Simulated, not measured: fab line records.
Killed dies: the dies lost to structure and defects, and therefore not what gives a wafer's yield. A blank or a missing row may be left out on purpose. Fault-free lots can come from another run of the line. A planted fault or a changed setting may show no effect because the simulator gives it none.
Which tool is to blame?	flow sky130	6 lots, 18 wafers sampled, at 1 step of a route of 708

WHAT THE GAUGES SHOWED, per wafer
SKY_POLY_GATE_CD_MEAS_22.
lot	measured	on	cdNm (nm)
L639	day 17 04:16	cdSem-01	148.2 150.4 147.7
L643	day 19 07:53	cdSem-02	148.9 151.1 150.4
L646	day 19 23:13	cdSem-01	147.6 148.1 147.4
L647	day 21 13:26	cdSem-02	148.7 150.6 152.2
L657	day 24 04:01	cdSem-01	152.6 151.8 152.0
L659	day 24 14:50	cdSem-02	153.1 151.7 152.6

WHAT TOOL EACH LOT RAN ON (gives the tool, then ch and the chambers of the sampled wafers, and finally the start)
The record holds no process step before these readings.

THE ANSWER, worked out from the rows above alone
Rule: usual is defined by the lots themselves. Put in order of their means at a reading, lots are off if they are a third of the lots or fewer, leave a main group of 4 or more, and stand apart from it by a gap of 3 or more times the standard deviation of the main group's means; of several such gaps the widest counts. If all means in a main group match to the digits the tables above print for the reading, that group is not used. Also off: a lot with no number at a reading for which 4 or more lots have one. Where the step has rows for the other lots, those lots are counted as sound.
None of the lots is off at any reading shown; this tells nothing.

WHAT THE SIMULATOR HAD INSERTED
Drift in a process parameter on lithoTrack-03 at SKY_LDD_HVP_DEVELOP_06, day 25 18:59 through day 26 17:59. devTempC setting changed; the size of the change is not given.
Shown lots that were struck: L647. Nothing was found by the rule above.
